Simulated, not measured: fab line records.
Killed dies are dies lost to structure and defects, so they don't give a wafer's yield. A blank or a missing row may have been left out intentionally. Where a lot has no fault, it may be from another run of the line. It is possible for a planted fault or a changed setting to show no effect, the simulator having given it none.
Which tool did it? / flow gf180mcu / route of 602 steps, sampled at 1 step: 13 lots, 38 wafers

WHAT EACH GAUGE READ, for each wafer
GF_MIM_THK_MEAS_11: measures by xrf.
lot=L517; measured=day 24 09:38; on=filmMetro-01; MIM_ALCU_THK (nm)=203.0 202.1 200.7
lot=L519; measured=day 25 04:53; on=filmMetro-03; MIM_ALCU_THK (nm)=204.0 202.1 205.1
lot=L520; measured=day 25 05:50; on=filmMetro-01; MIM_ALCU_THK (nm)=196.4 201.0 201.5
lot=L521; measured=day 25 18:53; on=filmMetro-03; MIM_ALCU_THK (nm)=197.6 201.1 198.3
lot=L523; measured=day 26 12:25; on=filmMetro-03; MIM_ALCU_THK (nm)=204.0 202.9 204.2
lot=L527; measured=day 27 18:40; on=filmMetro-01; MIM_ALCU_THK (nm)=203.4 204.5 201.5
lot=L529; measured=day 28 08:22; on=filmMetro-01; MIM_ALCU_THK (nm)=204.0 206.2 200.9
lot=L530; measured=day 28 18:59; on=filmMetro-01; MIM_ALCU_THK (nm)=202.9 203.9
lot=L531; measured=day 29 02:34; on=filmMetro-04; MIM_ALCU_THK (nm)=199.6 198.3 198.0
lot=L532; measured=day 29 14:55; on=filmMetro-03; MIM_ALCU_THK (nm)=205.5 203.9 204.7
lot=L536; measured=day 30 08:33; on=filmMetro-01; MIM_ALCU_THK (nm)=201.2 199.6 200.7
lot=L539; measured=day 31 08:36; on=filmMetro-03; MIM_ALCU_THK (nm)=203.3 199.4 200.1
lot=L540; measured=day 31 10:41; on=filmMetro-04; MIM_ALCU_THK (nm)=198.1 198.6 198.0

WHAT TOOL EACH LOT RAN ON (gives the tool, then ch and the chambers of the sampled wafers, and finally the start)
No process step before these readings appears in the record.

AS READ BY THE TOOLS THEMSELVES (means over the sampled wafers that have a number; for cases with no such wafer, the mark the record gives instead)
The record holds no such reading with a usual standard deviation.

THE ANSWER, worked out from the rows above alone
Rule: what is usual is taken from the lots themselves. Put in order of their means at a reading, lots are off if they are a third of the lots or fewer, leave a main group of 4 or more, and stand apart from it by a gap of 3 or more times the standard deviation of the main group's means; of several such gaps the widest counts. Not used: any main group whose means are identical at the precision the tables above print for the reading. Also off: a lot with no number at a reading for which 4 or more lots have one. Where the step has rows for the other lots, those lots are counted as sound. Order of review: gauges by route order, followed by the tools' own readings, for which a lot's mean as printed above is used. At the first step where some lot is off, the reading lying furthest off is the one used; lots without a number count as furthest.
No lot is off at any reading shown: from this, nothing can be told.

WHAT THE SIMULATOR HAD PUT IN
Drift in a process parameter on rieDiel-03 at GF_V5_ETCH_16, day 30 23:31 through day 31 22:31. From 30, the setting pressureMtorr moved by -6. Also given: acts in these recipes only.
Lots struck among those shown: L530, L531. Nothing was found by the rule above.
